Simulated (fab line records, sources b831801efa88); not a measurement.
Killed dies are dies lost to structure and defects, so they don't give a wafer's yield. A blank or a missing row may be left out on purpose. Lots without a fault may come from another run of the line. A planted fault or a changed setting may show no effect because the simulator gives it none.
Which tool did it? | flow gf180mcu | 12 lots, 36 wafers sampled, at 1 step of a route of 602

WHAT THE GAUGES READ, wafer by wafer
GF_HV_LDD_OVL_MEAS_08.
lot  | measured     | on         | HV_LDD_OVL (nm)
L075 | day 10 08:19 | overlay-02 | 0.0 -1.6 -1.6
L077 | day 10 22:34 | overlay-01 | -2.6 -2.2 -2.8
L079 | day 11 13:56 | overlay-02 | 1.3 -0.2 -2.2
L081 | day 12 04:19 | overlay-02 | 0.9 -0.5 -0.2
L083 | day 13 00:29 | overlay-02 | -3.8 -1.1 -3.7
L085 | day 13 09:20 | overlay-01 | 0.1 0.6 -1.7
L087 | day 14 01:46 | overlay-02 | -1.1 -1.2 0.1
L089 | day 14 22:50 | overlay-01 | -3.0 -0.3 -2.7
L091 | day 15 11:31 | overlay-02 | -2.1 -2.0 -2.0
L093 | day 16 00:20 | overlay-02 | -1.1 -1.3 -2.0
L095 | day 16 16:05 | overlay-02 | -3.1 -2.0 -2.8
L097 | day 17 02:10 | overlay-02 | 0.2 -1.2 0.7

WHICH TOOL RAN EACH LOT (tool, then ch and the chambers of the sampled wafers, then the start)
The record holds no process step before these readings.

THE ANSWER, worked out from the rows above alone
Rule: what is usual is taken from the lots themselves. Put in order of their means at a reading, lots are off if they are a third of the lots or fewer, leave a main group of 4 or more, and stand apart from it by a gap of 3 or more times the standard deviation of the main group's means; of several such gaps the widest counts. A main group whose means are all the same, to the digits that the tables above print for the reading, isn't used. A lot without any number at a reading at which 4 lots or more have one is off too. The other lots that the step has rows for count as sound.
No lot is off at any reading shown: from this, nothing can be told.

WHAT THE SIMULATOR HAD PUT IN
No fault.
